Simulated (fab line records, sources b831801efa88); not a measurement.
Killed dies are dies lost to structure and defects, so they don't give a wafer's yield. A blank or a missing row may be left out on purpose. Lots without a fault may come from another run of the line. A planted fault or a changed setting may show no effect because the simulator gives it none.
One fault seen from 2 desks | flow sky130 | each desk has only its own numbers; what lay behind them comes last

THE METROLOGY DESK
What the gauges read, lot by lot, whatever tool the lot ran on: means of the sampled wafers that have a number. A lot is out of limits, marked OUT, if its mean lies more than 4 standard deviations from the usual mean; the brackets give that distance.
Columns: A = VIA3_BOW at SKY_VIA3_BOW_MEAS_03, usual 78 um
lot  | first seen here | A
L572 | day 39 03:16    | 76
L573 | day 39 09:44    | 74
L574 | day 39 11:51    | 77
L575 | day 39 21:01    | 82
L577 | day 40 14:11    | 82
L587 | day 43 12:57    | 75
L589 | day 44 03:29    | 71
L590 | day 44 03:53    | 81
L591 | day 44 05:12    | 79
L593 | day 44 20:54    | 82
L594 | day 45 10:56    | 67
This desk's finding: nothing out of limits on any of the 11 lots.

THE TOOL OWNER'S DESK: rie_metal-03
The tool's own readings at SKY_CAP2M_METAL_ETCH_13 (etches TiN in Cl2/BCl3, stops on SiO2, target depth 220 nm, time 62.9 s): means of the sampled wafers that have a number, for each lot that ran on this tool. A lot is out of limits, marked OUT, if its mean lies more than 4 standard deviations from the usual mean; the brackets give that distance.
Columns: A = chamber_pressure_mTorr at SKY_CAP2M_METAL_ETCH_13, usual 9.999 mTorr; B = drypump_motor_current_A at SKY_CAP2M_METAL_ETCH_13, usual 5.7 A; C = oes_product_au at SKY_CAP2M_METAL_ETCH_13, usual 0.944 a.u.; D = throttle_valve_pct at SKY_CAP2M_METAL_ETCH_13, usual 21.901 %
lot  | first seen here | A                       | B   | C     | D
L572 | day 41 05:04    | 10.007                  | 5.9 | 0.947 | 21.901
L573 | day 41 12:29    | 7.991 (-99 or more) OUT | 5.9 | 0.945 | 21.886
L574 | day 41 14:53    | 8.003 (-99 or more) OUT | 5.9 | 0.941 | 21.904
L577 | day 42 16:01    | 8.010 (-99 or more) OUT | 5.9 | 0.944 | 21.890
L587 | day 45 10:56    | 9.998                   | 5.9 | 0.936 | 21.912
L593 | day 46 17:25    | 9.995                   | 5.8 | 0.937 | 21.904
This desk's finding: out of limits on L573, L574, L577; first on L573, day 41 12:29 (chamber_pressure_mTorr at SKY_CAP2M_METAL_ETCH_13). In limits: L572, L587, L593.

PUT TOGETHER
The tool owner's desk could have raised an alarm at day 41 12:29, on L573, L574, L577.
The metrology desk saw nothing out of limits.
The metrology desk has L573, L574, L577 on record, within its limits.
Of the lots named, all ran SKY_CAP2M_METAL_ETCH_13 on rie_metal-03.

WHAT THE SIMULATOR HAD PUT IN
Process parameter drift: rie_metal-03, from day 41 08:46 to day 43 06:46, at SKY_CAP2M_METAL_ETCH_13. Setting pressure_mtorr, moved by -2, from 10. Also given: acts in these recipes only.
Lots struck among those shown: L573, L574, L577.
Hours from the fault's start to each desk's first reading out of limits: the tool owner's desk, 4.
